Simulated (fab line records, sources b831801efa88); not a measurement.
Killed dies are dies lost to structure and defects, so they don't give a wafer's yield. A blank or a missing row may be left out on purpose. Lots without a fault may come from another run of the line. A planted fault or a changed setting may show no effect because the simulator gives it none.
fab line records | flow sky130
record lots=24 wafers=72 last_day=50
route steps=708 shown VIA2@530 VIA3@575 CAP2M@607 METAL4@634 PASSIVATION@692
lots that met no fault: from a run of the same line without faults
start_h: hours from the record's first day to the start of the lot's first wafer shown | wait_h: hours since the lot's step before | " the same as in the row above | L1.1+2: a row that stands for several wafers | - no value, or no start given | * or withheld: withheld | < > ~ a bound
route shown NAME@n: a module of which the file shows steps, and the number in the route of the first | usual: mean/standard deviation of fault-free wafers | same: alike in all rows | chamber/n: place in a boat | sites: the reading at each site | _std_site: their standard deviation | _edge_site: outer sites' mean less inner sites' | radius_mm: how far each site lies from the wafer's centre | mask NAME#n: copy n | behind: the tool/chamber that last shaped the wafer | hold: why the lot was held/for how many hours/how that ended | device: the transistor (n, p or np) that didn't switch | end of line: the same wafers' tests at the end of the route | a step without rows: its recipe alone | killed: dies lost to structure and defects at the first sort, not the wafer's yield | map: a wafer's dies, x killed, . not, _ none there
set.NAME: the setting as run; set.NAME@STEP: as run at that earlier step | model.NAME: the simulator's own value behind a step, which no gauge read
steps of the route over a sample of lots; a table a step, a row a wafer
services: from which hour (start_h, from the record's first day; less than 0 if before it) a tool's chamber was out of use, for how many hours, and why
## steps
# step SKY_VIA2_THK_MEAS_23
# recipe thk_meas_gauge=xrf reads=W_of_VIA2_CVD_21
# usual VIA2_W_THK=427/6
# columns lot.wafer tool chamber start_h wait_h VIA2_W_THK[nm]
L074.1 film_metro-01 - 848.74 0.1 425
L074.2 " - " " 434
L074.6 " - " " 427
L075.2 film_metro-03 - 853.53 0.1 414
L075.3 " - " " 419
L075.6 " - " " 417
L076.2 film_metro-01 - 862.09 0.1 440
L076.3 " - " " 434
L076.4 " - " " 436
L077.2 film_metro-03 - 873.08 0.1 429
L077.4 " - " " 431
L077.5 " - " " 433
L078.1 film_metro-03 - 881.02 0.1 438
L078.3 " - " " 439
L078.5 " - " " 437
L079.1 film_metro-01 - 894.54 0.1 427
L079.4 " - " " 432
L079.6 " - " " 433
L080.1 film_metro-02 - 907.83 0.1 428
L080.3 " - " " 425
L080.6 " - " " 431
L081.1 film_metro-01 - 908.81 0.1 437
L081.3 " - " " 428
L081.4 " - " " 430
L083.1 film_metro-01 - 919.19 0.1 429
L083.2 " - " " 430
L083.6 " - " " 426
L082.2 film_metro-01 - 925.39 0.1 432
L082.4 " - " " 427
L082.5 " - " " 434
L084.1 film_metro-02 - 926.54 0.1 419
L084.4 " - " " 421
L084.5 " - " " 424
L086.1 film_metro-02 - 941.13 0.1 428
L086.3 " - " " 426
L086.6 " - " " 426
L085.1 film_metro-03 - 946.14 0.1 424
L085.4 " - " " 429
L085.5 " - " " 424
L087.1 film_metro-01 - 956.67 0.1 432
L087.4 " - " " 429
L087.5 " - " " 426
L088.1 film_metro-02 - 961.99 0.1 424
L088.2 " - " " 421
L088.6 " - " " 424
L089.2 film_metro-03 - 965.84 0.1 411
L089.3 " - " " 418
L089.5 " - " " 415
L090.1 film_metro-02 - 970.58 0.1 424
L090.2 " - " " 426
L090.5 " - " " 418
L091.1 film_metro-02 - 974.19 0.1 423
L091.2 " - " " 426
L091.5 " - " " 424
L092.1 film_metro-03 - 984.23 0.1 432
L092.4 " - " " 423
L092.6 " - " " 427
L093.1 film_metro-01 - 992.57 0.1 430
L093.2 " - " " 429
L093.3 " - " " 432
L094.1 film_metro-02 - 996.39 0.1 424
L094.2 " - " " 424
L094.6 " - " " 423
L095.1 film_metro-03 - 1009.99 0.1 429
L095.2 " - " " 436
L095.6 " - " " 427
L097.3 film_metro-03 - 1024.06 0.1 415
L097.4 " - " " 426
L097.5 " - " " 431
L096.1 film_metro-01 - 1024.99 0.1 430
L096.3 " - " " 431
L096.5 " - " " 429
# step SKY_VIA3_CMP_02
# recipe material=SiO2 down_force_psi=4 platen_rpm=60 pad_velocity_m_s=0.94248
# usual head_pressure_psi=4.000/0.0097 motor_current_A=11.5/1.3
# columns lot.wafer tool chamber start_h wait_h head_pressure_psi motor_current_A
L074.1 cmp-01 3 903.77 0.1 3.989 12.9
L074.2 " 1 " " 3.987 11.6
L074.6 " 3 " " 3.988 12.7
L075.2 cmp-02 0 907.65 0.1 3.996 12.5
L075.3 " 1 " " 4.007 11.9
L075.6 " 0 " " 3.995 12.3
L076.3 cmp-01 0 916.21 0.0 3.994 9.8
L076.4 " 1 " " 3.999 11.5
L076.2 " 3 " " 4.002 12.2
L077.2 cmp-01 2 927.32 0.1 4.002 13.6
L077.4 " 3 " " 4.001 12.1
L077.5 " 1 " " 4.002 10.7
L078.1 cmp-01 0 934.27 0.1 4.000 10.3
L078.3 " 1 " " 3.999 11.4
L078.5 " 2 " " 3.989 13.6
L079.4 cmp-02 1 946.62 0.1 3.998 11.4
L079.1 " 2 " " 3.997 10.2
L079.6 " 1 " " 3.995 11.7
L080.1 cmp-01 2 960.23 0.1 3.992 14.2
L080.3 " 0 " " 3.993 9.8
L080.6 " 1 " " 3.981 11.1
L081.1 cmp-02 2 960.93 0.1 3.990 10.6
L081.4 " 0 " " 4.001 12.8
L081.3 " 1 " " 4.002 11.4
L083.2 cmp-01 1 970.84 0.0 3.994 11.7
L083.1 " 3 " " 4.025 12.3
L083.6 " 2 " " 4.010 13.0
L082.2 cmp-01 0 976.58 0.1 4.012 9.7
L082.4 " 2 " " 4.007 14.1
L082.5 " 0 " " 4.003 10.7
L084.1 cmp-02 3 978.63 0.1 4.002 9.5
L084.4 " 0 " " 4.011 13.6
L084.5 " 2 " " 3.988 10.6
L086.3 cmp-02 3 991.73 0.0 3.998 9.9
L086.1 " 0 " " 4.011 13.7
L086.6 " 3 " " 3.994 10.0
L085.1 cmp-01 3 996.27 0.1 3.995 12.5
L085.4 " 0 " " 3.999 10.0
L085.5 " 1 " " 3.989 11.4
L087.4 cmp-02 2 1007.24 0.1 4.007 10.1
L087.1 " 3 " " 4.001 10.2
L087.5 " 1 " " 3.997 11.3
L088.1 cmp-01 0 1011.22 0.2 4.014 9.8
L088.2 " 2 " " 3.996 13.0
L088.6 " 0 " " 4.003 10.4
L089.2 cmp-02 2 1015.50 0.0 3.989 10.7
L089.3 " 0 " " 4.020 13.1
L089.5 " 3 " " 4.010 9.8
L090.1 cmp-02 2 1020.49 0.1 3.992 9.9
L090.2 " 3 " " 3.991 9.9
L090.5 " 1 " " 3.993 11.1
L091.1 cmp-01 1 1023.04 0.1 3.998 11.5
L091.2 " 2 " " 4.009 13.6
L091.5 " 1 " " 3.991 11.6
L092.1 cmp-02 1 1032.82 0.1 3.996 11.6
L092.4 " 3 " " 3.994 10.2
L092.6 " 0 " " 3.994 12.7
L093.3 cmp-01 3 1041.43 0.0 4.001 12.2
L093.2 " 0 " " 4.006 9.5
L093.1 " 1 " " 3.995 11.0
L094.2 cmp-02 0 1044.93 0.0 4.007 12.5
L094.1 " 1 " " 4.002 12.2
L094.6 " 0 " " 4.016 13.0
L095.1 cmp-02 1 1056.85 0.1 4.001 11.3
L095.2 " 3 " " 4.017 10.1
L095.6 " 2 " " 3.985 10.7
L097.4 cmp-01 1 1069.97 0.1 3.997 11.3
L097.3 " 3 " " 4.006 12.2
L097.5 " 1 " " 4.007 10.6
L096.1 cmp-02 1 1070.98 0.1 3.998 11.7
L096.3 " 0 " " 4.005 13.7
L096.5 " 2 " " 4.011 10.8
# step SKY_VIA3_BOW_MEAS_03
# recipe mode=bow
# usual VIA3_BOW=82/7.6
# columns lot.wafer tool chamber start_h wait_h VIA3_BOW[um]
L074.1 film_metro-03 - 904.07 0.2 81
L074.2 " - " " 84
L074.6 " - " " 73
L075.2 film_metro-03 - 907.92 0.2 91
L075.3 " - " " 86
L075.6 " - " " 78
L076.2 film_metro-03 - 916.53 0.1 80
L076.3 " - " " 92
L076.4 " - " " 94
L077.2 film_metro-03 - 927.54 0.2 85
L077.4 " - " " 77
L077.5 " - " " 87
L078.1 film_metro-01 - 934.47 0.1 81
L078.3 " - " " 87
L078.5 " - " " 85
L079.1 film_metro-04 - 946.87 0.1 83
L079.4 " - " " 89
L079.6 " - " " 87
L080.1 film_metro-03 - 960.48 0.2 71
L080.3 " - " " 64
L080.6 " - " " 74
L081.1 film_metro-03 - 961.23 0.2 73
L081.3 " - " " 89
L081.4 " - " " 93
L083.1 film_metro-03 - 971.14 0.1 84
L083.2 " - " " 100
L083.6 " - " " 95
L082.2 film_metro-01 - 976.85 0.2 80
L082.4 " - " " 81
L082.5 " - " " 81
L084.1 film_metro-04 - 978.88 0.2 78
L084.4 " - " " 75
L084.5 " - " " 78
L086.1 film_metro-01 - 992.03 0.2 78
L086.3 " - " " 89
L086.6 " - " " 86
L085.1 film_metro-01 - 996.47 0.1 81
L085.4 " - " " 73
L085.5 " - " " 80
L087.1 film_metro-03 - 1007.44 0.1 76
L087.4 " - " " 77
L087.5 " - " " 69
L088.1 film_metro-01 - 1011.47 0.2 88
L088.2 " - " " 96
L088.6 " - " " 88
L089.2 film_metro-04 - 1015.82 0.3 84
L089.3 " - " " 81
L089.5 " - " " 70
L090.1 film_metro-04 - 1020.74 0.2 75
L090.2 " - " " 76
L090.5 " - " " 66
L091.1 film_metro-04 - 1023.34 0.2 85
L091.2 " - " " 75
L091.5 " - " " 86
L092.1 film_metro-04 - 1033.07 0.2 90
L092.4 " - " " 80
L092.6 " - " " 75
L093.1 film_metro-03 - 1041.73 0.1 73
L093.2 " - " " 69
L093.3 " - " " 84
L094.1 film_metro-04 - 1045.23 0.2 82
L094.2 " - " " 82
L094.6 " - " " 75
L095.1 film_metro-01 - 1057.15 0.2 78
L095.2 " - " " 81
L095.6 " - " " 83
L097.3 film_metro-03 - 1070.26 0.1 86
L097.4 " - " " 92
L097.5 " - " " 75
L096.1 film_metro-04 - 1071.28 0.2 73
L096.3 " - " " 92
L096.5 " - " " 83
# step SKY_CAP2M_THK_MEAS_04
# recipe thk_meas_gauge=xrf reads=TiN_of_CAP2M_SPUTTER_02
# usual CAP2M_TIN_THK=190.1/2.6
# columns lot.wafer tool chamber start_h wait_h CAP2M_TIN_THK[nm]
L074.1 film_metro-04 - 931.25 0.1 189.4
L074.2 " - " " 189.2
L074.6 " - " " 190.2
L075.2 film_metro-02 - 935.25 0.1 191.0
L075.3 " - " " 181.8
L075.6 " - " " 184.9
L076.2 film_metro-04 - 943.64 0.1 186.7
L076.3 " - " " 188.3
L076.4 " - " " 187.3
L077.2 film_metro-04 - 954.56 0.1 189.6
L077.4 " - " " 186.7
L077.5 " - " " 188.4
L078.1 film_metro-02 - 960.69 0.1 187.0
L078.3 " - " " 189.8
L078.5 " - " " 190.5
L079.1 film_metro-02 - 972.20 0.1 191.4
L079.4 " - " " 190.9
L079.6 " - " " 191.7
L080.1 film_metro-02 - 987.01 0.1 188.2
L080.3 " - " " 187.5
L080.6 " - " " 187.2
L081.1 film_metro-04 - 987.30 0.1 190.2
L081.3 " - " " 185.5
L081.4 " - " " 186.1
L083.1 film_metro-01 - 996.89 0.1 190.3
L083.2 " - " " 188.6
L083.6 " - " " 185.1
L082.2 film_metro-04 - 1003.02 0.1 191.5
L082.4 " - " " 191.2
L082.5 " - " " 190.5
L084.1 film_metro-04 - 1004.25 0.1 189.6
L084.4 " - " " 191.3
L084.5 " - " " 190.8
L086.1 film_metro-04 - 1017.32 0.1 190.5
L086.3 " - " " 188.8
L086.6 " - " " 189.4
L085.1 film_metro-04 - 1022.25 0.1 192.2
L085.4 " - " " 191.2
L085.5 " - " " 194.6
L087.1 film_metro-01 - 1032.21 0.1 187.2
L087.4 " - " " 188.5
L087.5 " - " " 192.5
L088.1 film_metro-02 - 1037.19 0.1 188.6
L088.2 " - " " 184.4
L088.6 " - " " 183.8
L089.2 film_metro-02 - 1041.33 0.1 193.4
L089.3 " - " " 192.7
L089.5 " - " " 193.2
L090.1 film_metro-02 - 1045.41 0.1 192.4
L090.2 " - " " 190.5
L090.5 " - " " 192.8
L091.1 film_metro-04 - 1048.24 0.1 188.3
L091.2 " - " " 191.5
L091.5 " - " " 191.7
L092.1 film_metro-01 - 1057.05 0.1 188.0
L092.4 " - " " 191.5
L092.6 " - " " 189.0
L093.1 film_metro-02 - 1065.63 0.1 191.3
L093.2 " - " " 192.3
L093.3 " - " " 192.3
L094.1 film_metro-02 - 1068.65 0.1 192.5
L094.2 " - " " 189.9
L094.6 " - " " 194.1
L095.1 film_metro-04 - 1080.87 0.1 193.1
L095.2 " - " " 191.0
L095.6 " - " " 194.4
L097.3 film_metro-02 - 1093.23 0.1 189.4
L097.4 " - " " 189.2
L097.5 " - " " 189.7
L096.1 film_metro-04 - 1093.90 0.1 194.4
L096.3 " - " " 192.2
L096.5 " - " " 194.3
# step SKY_METAL4_METAL_ETCH_18
# recipe target_depth_a=8450 stop_on=SiO2 over_etch_frac=0.3 time_s=183.1 chemistry=Cl2/BCl3 resist_sidewall_deg=88 pressure_mtorr=10 icp_w=900 bias_w=48.5 Cl2_flow_sccm=60 bcl3_flow_sccm=30
# usual bcl3_flow_sccm=30.00/0.083 drypump_motor_current_A=5.48/0.29 oes_product_au=0.866/0.0075 rf_fwd_power_W=896.7/2.9 throttle_valve_pct=22.264/0.0095
# columns lot.wafer tool chamber start_h wait_h bcl3_flow_sccm drypump_motor_current_A oes_product_au rf_fwd_power_W rf_hours_counter_h throttle_valve_pct
L074.1 rie_metal-02 1 981.17 0.0 29.99 5.80 0.876 893.5 3 22.261
L074.2 " 0 " " 30.11 5.50 0.868 894.8 15 22.281
L074.6 " 0 " " 29.99 5.51 0.865 895.5 - 22.265
L075.2 rie_metal-01 0 984.52 0.0 29.89 5.87 0.869 896.4 3 22.260
L075.3 " 0 " " 29.99 5.88 0.872 897.0 - 22.277
L075.6 " 0 " " 29.99 5.88 0.866 898.0 - 22.256
L076.2 rie_metal-03 1 992.19 0.0 30.01 5.40 0.872 898.1 14 22.252
L076.3 " 0 " " 30.13 5.42 0.860 897.2 - 22.254
L076.4 " 1 " " 30.10 5.43 0.865 894.8 - 22.261
L077.2 rie_metal-03 0 1003.44 0.1 30.07 5.47 0.871 902.6 - 22.261
L077.4 " 0 " " 29.97 5.44 0.873 903.3 - 22.251
L077.5 " 0 " " 30.08 5.47 0.869 900.0 - 22.259
L078.1 rie_metal-02 1 1009.34 0.0 30.00 5.79 0.861 894.3 5 22.256
L078.3 " 0 " " 29.84 5.52 0.866 900.2 - 22.259
L078.5 " 0 " " 30.06 5.51 0.858 900.1 - 22.259
L079.1 rie_metal-01 1 1020.19 0.0 30.08 5.06 0.875 890.1 19 22.255
L079.4 " 1 " " 29.94 5.12 0.864 888.5 - 22.274
L079.6 " 1 " " 30.04 5.11 0.873 888.9 - 22.268
L080.1 rie_metal-02 1 1033.73 0.0 30.12 5.81 0.879 895.5 6 22.275
L080.3 " 0 " " 30.10 5.51 0.879 896.0 - 22.266
L080.6 " 1 " " 29.99 5.80 0.857 898.3 - 22.275
L081.1 rie_metal-01 1 1034.57 0.0 29.96 5.08 0.877 897.4 21 22.259
L081.3 " 0 " " 29.98 5.87 0.885 898.0 - 22.281
L081.4 " 1 " " 30.06 5.08 0.878 899.6 - 22.246
L083.1 rie_metal-03 0 1043.33 0.0 30.01 5.45 0.862 896.7 11 22.248
L083.2 " 1 " " 29.99 5.43 0.866 892.2 1 22.252
L083.6 " 1 " " 30.04 5.41 0.865 897.1 - 22.275
L082.2 rie_metal-01 1 1049.28 0.1 30.09 5.07 0.864 896.9 - 22.269
L082.4 " 1 " " 29.83 5.09 0.868 895.9 - 22.271
L082.5 " 1 " " 29.83 5.11 0.872 895.7 - 22.262
L084.1 rie_metal-01 1 1050.78 0.0 30.17 5.12 0.861 898.5 22 22.268
L084.4 " 1 " " 30.07 5.10 0.868 896.8 - 22.265
L084.5 " 1 " " 30.01 5.11 0.861 900.4 - 22.256
L086.1 rie_metal-01 1 1062.98 0.0 30.04 5.07 0.863 895.8 23 22.255
L086.3 " 1 " " 30.05 5.07 0.855 898.2 - 22.272
L086.6 " 1 " " 30.01 5.09 0.862 892.8 - 22.251
L085.1 rie_metal-01 0 1067.03 0.0 30.11 5.84 0.874 899.0 8 22.261
L085.4 " 1 " " 29.90 5.08 0.855 897.6 - 22.268
L085.5 " 1 " " 30.16 5.09 0.850 890.4 - 22.268
L087.1 rie_metal-01 1 1076.43 0.0 29.96 5.07 0.867 899.1 25 22.260
L087.4 " 1 " " 30.07 5.07 0.860 897.8 - 22.274
L087.5 " 1 " " 30.02 5.08 0.875 896.2 - 22.263
L088.1 rie_metal-02 1 1080.67 0.0 29.96 5.80 0.859 895.6 9 22.278
L088.2 " 0 " " 29.99 5.50 0.871 896.2 21 22.275
L088.6 " 1 " " 29.89 5.81 0.861 895.7 - 22.263
L089.2 rie_metal-01 1 1085.17 0.0 29.93 5.07 0.862 895.4 25 22.270
L089.3 " 1 " " 29.91 5.08 0.875 896.4 - 22.268
L089.5 " 1 " " 30.00 5.07 0.863 893.5 - 22.280
L090.1 rie_metal-03 1 1088.88 0.0 30.03 5.39 0.866 895.2 4 22.264
L090.2 " 0 " " 29.92 5.46 0.859 895.6 13 22.270
L090.5 " 1 " " 29.90 5.41 0.868 892.8 - 22.275
L091.1 rie_metal-02 0 1090.92 0.0 30.02 5.51 0.875 894.8 22 22.272
L091.2 " 1 " " 29.98 5.79 0.868 893.0 10 22.272
L091.5 " 1 " " 30.05 5.80 0.869 891.0 - 22.256
L092.1 rie_metal-01 1 1099.89 0.0 29.99 5.13 0.874 894.2 27 22.284
L092.4 " 0 " " 30.05 5.87 0.868 900.9 - 22.260
L092.6 " 1 " " 29.85 5.11 0.862 895.1 - 22.256
L093.1 rie_metal-02 0 1107.78 0.0 29.88 5.52 0.879 900.6 23 22.263
L093.2 " 1 " " 30.01 5.80 0.856 896.6 11 22.274
L093.3 " 0 " " 30.10 5.53 0.870 897.7 - 22.263
L094.1 rie_metal-02 1 1110.66 0.0 29.89 5.79 0.864 893.1 12 22.255
L094.2 " 0 " " 30.04 5.51 0.885 898.3 23 22.248
L094.6 " 1 " " 30.02 5.80 0.864 896.7 - 22.265
L095.1 rie_metal-02 1 1122.74 0.0 29.90 5.79 0.873 893.5 13 22.270
L095.2 " 0 " " 29.92 5.53 0.869 897.7 24 22.258
L095.6 " 0 " " 29.88 5.53 0.869 893.0 - 22.275
L097.3 rie_metal-01 0 1133.06 0.1 29.88 5.88 0.875 899.6 - 22.259
L097.4 " 0 " " 29.93 5.89 0.879 899.4 - 22.271
L097.5 " 0 " " 29.90 5.88 0.859 901.9 - 22.257
L096.1 rie_metal-03 1 1134.15 0.0 29.98 5.43 0.857 894.9 8 22.277
L096.3 " 0 " " 29.98 5.44 0.860 897.6 - 22.248
L096.5 " 1 " " 29.99 5.41 0.866 897.9 - 22.266
# step SKY_PASSIVATION_ETCH_11
# recipe chemistry=CF4/O2 target_depth_nm=725 stop_on=AlCu source_w=800 bias_w=148.1 pressure_mtorr=150 cf4_flow_sccm=80 O2_flow_sccm=10 time_s=161.1
# usual drypump_motor_current_A=5.8/0.47 oes_product_au=0.976/0.0081 rf_fwd_power_W=796.4/2.5 throttle_valve_pct=5.965/0.0096
# columns lot.wafer tool chamber start_h wait_h drypump_motor_current_A oes_product_au rf_fwd_power_W rf_hours_counter_h throttle_valve_pct
L074.1 rie_diel-04 1 1053.67 - 6.1 0.977 801.3 14 5.967
L074.2 " 0 " " 5.5 0.976 794.4 18 5.971
L074.6 " 3 " " 6.1 0.974 793.8 - 5.957
L075.2 rie_diel-04 0 1056.12 - 5.5 0.961 798.1 18 5.961
L075.3 " 2 " " 5.3 0.962 799.0 9 5.952
L075.6 " 3 " " 6.1 0.984 790.0 - 5.972
L076.2 rie_diel-04 2 1063.91 - 5.4 0.971 800.2 9 5.971
L076.3 " 3 " " 6.1 0.977 792.5 20 5.965
L076.4 " 0 " " 5.5 0.974 794.3 19 5.970
L077.2 rie_diel-01 1 1073.72 - 5.7 0.974 795.0 14 5.965
L077.4 " 0 " " 6.4 0.986 795.3 7 5.972
L077.5 " 0 " " 6.4 0.989 799.7 - 5.953
L078.1 rie_diel-02 3 1079.32 - 6.4 0.968 796.7 13 5.949
L078.3 " 0 " " 5.2 0.975 796.3 21 5.966
L078.5 " 0 " " 5.2 0.993 795.7 - 5.969
L079.1 rie_diel-02 3 1089.97 - 6.4 0.968 795.6 13 5.947
L079.4 " 0 " " 5.2 0.969 795.3 - 5.968
L079.6 " 2 " " 5.2 0.979 796.4 - 5.964
L080.1 rie_diel-04 1 1101.41 - 6.2 0.963 796.3 16 5.958
L080.3 " 2 " " 5.4 0.980 800.2 11 5.957
L080.6 " 1 " " 6.1 0.971 795.5 - 5.966
L081.1 rie_diel-01 1 1102.77 - 5.7 0.978 796.8 14 5.965
L081.3 " 0 " " 6.4 0.980 796.1 8 5.981
L081.4 " 0 " " 6.4 0.985 797.4 - 5.979
L083.1 rie_diel-01 2 1109.72 - 6.6 0.983 797.1 6 5.947
L083.2 " 0 " " 6.4 0.974 801.0 8 5.966
L083.6 " 2 " " 6.6 0.972 799.7 - 5.949
L082.2 rie_diel-01 3 1114.61 - 5.4 0.952 795.6 20 5.956
L082.4 " 0 " " 6.4 0.984 795.9 8 5.962
L082.5 " 0 " " 6.4 0.981 799.8 - 5.967
L084.1 rie_diel-02 2 1116.87 - 5.2 0.987 794.7 15 5.957
L084.4 " 0 " " 5.2 0.979 797.9 23 5.957
L084.5 " 0 " " 5.2 0.986 796.8 - 5.963
L086.1 rie_diel-04 3 1128.53 - 6.1 0.971 789.1 22 5.960
L086.3 " 0 " " 5.5 0.982 794.9 21 5.975
L086.6 " 3 " " 6.1 0.984 792.5 - 6.000
L085.1 rie_diel-04 0 1132.08 - 5.5 0.975 796.3 21 5.964
L085.4 " 3 " " 6.1 0.982 796.9 23 5.969
L085.5 " 1 " " 6.1 0.984 794.7 - 5.958
L087.1 rie_diel-04 1 1141.02 - 6.2 0.972 798.0 18 5.964
L087.4 " 0 " " 5.5 0.966 794.9 22 5.963
L087.5 " 3 " " 6.1 0.977 791.3 - 5.970
L088.1 rie_diel-01 3 1143.66 - 5.4 0.975 793.3 21 5.973
L088.2 " 0 " " 6.4 0.972 793.9 10 5.969
L088.6 " 0 " " 6.5 0.977 794.2 - 5.971
L089.2 rie_diel-04 1 1148.22 - 6.1 0.976 799.8 18 5.972
L089.3 " 2 " " 5.3 0.963 798.8 13 5.975
L089.5 " 1 " " 6.2 0.990 797.3 - 5.974
L090.1 rie_diel-01 3 1151.53 - 5.4 0.975 798.1 22 5.953
L090.2 " 2 " " 6.5 0.983 796.7 8 5.972
L090.5 " 3 " " 5.4 0.981 797.5 - 5.955
L091.1 rie_diel-02 0 1153.27 - 5.2 0.976 797.4 24 5.970
L091.2 " 1 " " 6.0 0.971 798.9 18 5.965
L091.5 " 0 " " 5.2 0.978 797.2 - 5.967
L092.1 rie_diel-02 1 1160.91 - 5.9 0.966 796.7 19 5.978
L092.4 " 2 " " 5.2 0.966 796.1 16 5.970
L092.6 " 0 " " 5.2 0.975 795.3 - 5.953
L093.1 rie_diel-04 0 1167.66 - 5.5 0.976 797.3 23 5.978
L093.2 " 3 " " 6.1 0.974 792.8 25 5.963
L093.3 " 3 " " 6.1 0.972 792.1 - 5.957
L094.1 rie_diel-01 1 1170.33 - 5.7 0.971 795.4 17 5.971
L094.2 " 3 " " 5.4 0.980 797.3 22 5.967
L094.6 " 0 " " 6.4 0.983 794.9 - 5.951
L095.1 rie_diel-04 1 1179.71 - 6.2 0.969 799.6 19 5.976
L095.2 " 2 " " 5.4 0.986 801.3 14 5.949
L095.6 " 2 " " 5.4 0.986 802.3 - 5.961
L097.3 rie_diel-02 0 1189.28 - 5.2 0.982 797.6 25 5.970
L097.4 " 3 " " 6.5 0.988 794.6 16 5.962
L097.5 " 2 " " 5.2 0.979 792.9 - 5.965
L096.1 rie_diel-04 0 1190.23 - 5.5 0.969 793.9 24 5.971
L096.3 " 1 " " 6.2 0.985 799.5 20 5.973
L096.5 " 1 " " 6.1 0.970 799.1 - 5.974
## services
# columns tool chamber start_h hours kind
cmp-01 - 912.00 4.0 pm
cmp-01 - 930.32 1.3 repair
rie_diel-04 3 939.36 9.7 repair
cmp-01 - 940.29 3.6 repair
rie_metal-01 0 951.56 3.3 repair
cmp-02 - 967.68 1.8 repair
cmp-02 - 980.76 1.5 repair
rie_diel-04 3 985.38 8.4 repair
cmp-02 - 985.39 1.1 repair
cmp-02 - 990.02 0.4 repair
rie_metal-01 0 1017.30 3.6 repair
cmp-01 - 1029.14 3.4 pm
rie_diel-04 1 1030.59 3.0 repair
rie_metal-01 0 1048.92 16.9 repair
cmp-01 - 1056.23 4.2 pm
cmp-01 - 1072.16 1.3 repair
rie_diel-04 3 1073.49 4.2 repair
cmp-01 - 1079.40 2.4 repair
cmp-02 - 1084.20 4.0 pm
rie_metal-01 - 1107.35 5.5 repair
rie_metal-01 1 1117.92 20.3 repair
cmp-01 - 1119.29 1.4 repair
cmp-01 - 1131.67 3.7 repair
cmp-01 - 1132.37 4.1 repair
## key
fault none
